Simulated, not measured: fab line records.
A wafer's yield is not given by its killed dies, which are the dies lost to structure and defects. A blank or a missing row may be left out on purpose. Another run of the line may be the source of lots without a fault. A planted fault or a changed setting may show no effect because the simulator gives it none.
Comparing a struck lot with a sound one ; flow sky130 ; 43 out of 708 route steps
Sound: the wafers L608.1, L608.4, L608.5. Wafers L623.1, L623.2, L623.5 were the ones struck. At the end, the cause is stated.
Order at every step that has rows: each side's tool, ch and its chambers, its first start. Under that, the readings that differ: sound wafers ; struck wafers ; difference of the means ; sigmas: that difference in standard deviations of wafers without a fault.
alike: readings whose means differ by less than 2 such deviations, and words and numbers that are the same on both sides. not compared: withheld readings, readings that some wafer has no value for, bounds like >300 that may hide the same value, and numbers for which the record gives no deviation and whose values overlap.
The two part at a step that has a row with sigmas, a row that says differs or no value, or rows on one side only. When numbers do not overlap yet have no deviation, they are printed without sigmas and do not part them. A reading missing from all wafers of one side parts the sides only when that side holds two or more wafers.

first, 6 steps without rows for these wafers: SKY_LDD_N_IMPLANT_10; SKY_LDD_N_IMPLANT_11; SKY_LDD_N_IMPLANT_12; SKY_LDD_N_IMPLANT_13; SKY_LDD_N_IMPLANT_14; SKY_LDD_N_IMPLANT_15.
SKY_LDD_N_STRIP_16: strips in O2/N2.
  sound on plasma asher-03 ch 0,1, day 17 12:55; struck on plasma asher-04 ch 0,1, day 23 03:10
  alike: chamber pressure mTorr, drypump motor current A, oes product au, strip time to endpoint s
  not compared: rf hours counter h
SKY_LDD_N_TW_MEAS_17:
  sound on film metro-03, day 17 13:01; struck on film metro-01, day 23 03:16
reading;sound;struck;difference;sigmas
LDD_N_TW;2634 2628 2625;2572 2582 2570;-54;-2
then, 4 steps without rows for these wafers: SKY_LDD_P_DEHYDRATE_00 (time 60 s); SKY_LDD_P_HMDS_01 (prime time 60 s); SKY_LDD_P_COAT_02 (resist thk 1140 nm); SKY_LDD_P_SOFTBAKE_03 (time 60 s).
SKY_LDD_P_EXPOSE_04: exposes mask PSDM, target cd 380 nm.
  sound on iline stepper-01 ch 0, day 18 03:47; struck on iline stepper-01 ch 0, day 23 18:16
reading;sound;struck;difference;sigmas
mask;PSDM#0 PSDM#0 PSDM#0;HVPTM#0 HVPTM#0 HVPTM#0;differs;
then, 2 steps without rows for these wafers: SKY_LDD_P_PEB_05; SKY_LDD_P_DEVELOP_06 (develop time 60 s).
SKY_LDD_P_CD_MEAS_07: target cd 380 nm.
  sound on cd sem-02, day 18 18:32; struck on cd sem-01, day 24 09:20
reading;sound;struck;difference;sigmas
cd nm (nm);378.0 377.8 379.6;- - -;no value on the struck wafers;
SKY_LDD_P_OVL_MEAS_08:
  sound on overlay-01, day 18 18:40; struck on overlay-02, day 24 09:27
reading;sound;struck;difference;sigmas
LDD_P_OVL (nm);-0.4 -0.2 1.2;- - -;no value on the struck wafers;
next, for these wafers, 1 step has no rows: SKY_LDD_P_IMPLANT_09.
SKY_LDD_P_STRIP_10: strips in O2/N2.
  sound on plasma asher-01 ch 0,1, day 18 18:52; struck on plasma asher-01 ch 0,1, day 24 09:38
  alike: chamber pressure mTorr, drypump motor current A, oes product au, strip time to endpoint s
  not compared: rf hours counter h
SKY_LDD_P_TW_MEAS_11:
  sound on film metro-02, day 18 18:58; struck on film metro-04, day 24 09:44
reading;sound;struck;difference;sigmas
LDD_P_TW;632 632 633;30 29 30;-603;-68
then, 7 steps without rows for these wafers: SKY_LDD_HVN_DEHYDRATE_00 (time 60 s); SKY_LDD_HVN_HMDS_01 (prime time 60 s); SKY_LDD_HVN_COAT_02 (resist thk 300 nm); SKY_LDD_HVN_SOFTBAKE_03 (time 60 s); SKY_LDD_HVN_EXPOSE_04 (exposes mask HVNTM, target cd 700 nm); SKY_LDD_HVN_PEB_05; SKY_LDD_HVN_DEVELOP_06 (develop time 60 s).
SKY_LDD_HVN_OVL_MEAS_07:
  sound on overlay-01, day 20 01:50; struck on overlay-02, day 25 14:38
  alike: LDD_HVN_OVL
next, for these wafers, 1 step has no rows: SKY_LDD_HVN_IMPLANT_08.
SKY_LDD_HVN_STRIP_09: strips in O2/N2.
  sound on plasma asher-03 ch 0,1, day 20 02:01; struck on plasma asher-02 ch 0,1, day 25 14:49
  alike: chamber pressure mTorr, drypump motor current A, oes product au, strip time to endpoint s
  not compared: rf hours counter h
SKY_LDD_HVN_TW_MEAS_10:
  sound on film metro-02, day 20 02:07; struck on film metro-01, day 25 14:55
  alike: LDD_HVN_TW
then, 7 steps without rows for these wafers: SKY_LDD_HVP_DEHYDRATE_00 (time 60 s); SKY_LDD_HVP_HMDS_01 (prime time 60 s); SKY_LDD_HVP_COAT_02 (resist thk 300 nm); SKY_LDD_HVP_SOFTBAKE_03 (time 60 s); SKY_LDD_HVP_EXPOSE_04 (exposes mask HVPTM, target cd 700 nm); SKY_LDD_HVP_PEB_05; SKY_LDD_HVP_DEVELOP_06 (develop time 60 s).
SKY_LDD_HVP_OVL_MEAS_07:
  sound on overlay-01, day 21 08:38; struck on overlay-01, day 26 19:44
  alike: LDD_HVP_OVL
next, for these wafers, 1 step has no rows: SKY_LDD_HVP_IMPLANT_08.
SKY_LDD_HVP_STRIP_09: strips in O2/N2.
  sound on plasma asher-02 ch 0,1, day 21 08:49; struck on plasma asher-03 ch 0,1, day 26 19:55
  alike: chamber pressure mTorr, drypump motor current A, oes product au, strip time to endpoint s
  not compared: rf hours counter h
SKY_LDD_HVP_TW_MEAS_10:
  sound on film metro-04, day 21 08:55; struck on film metro-01, day 26 20:01
reading;sound;struck;difference;sigmas
LDD_HVP_TW;454 454 454;701 705 701;+248;+48
-- a jump in the record: the struck wafers' starts before and after are 22 days apart (it breaks off in module LDD_HVP and resumes in module PAD_OPEN, where the first step shown is number 708 of the route) --
SKY_PAD_OPEN_PROBE_99:
  rows exist in the record for the struck wafers here (prober-02, day 49 07:34), but not for the sound ones

## WHERE THEY PART
At SKY_LDD_N_TW_MEAS_17 first; at SKY_PAD_OPEN_PROBE_99 last (within this record only).

WHY: what had been put in by the simulator
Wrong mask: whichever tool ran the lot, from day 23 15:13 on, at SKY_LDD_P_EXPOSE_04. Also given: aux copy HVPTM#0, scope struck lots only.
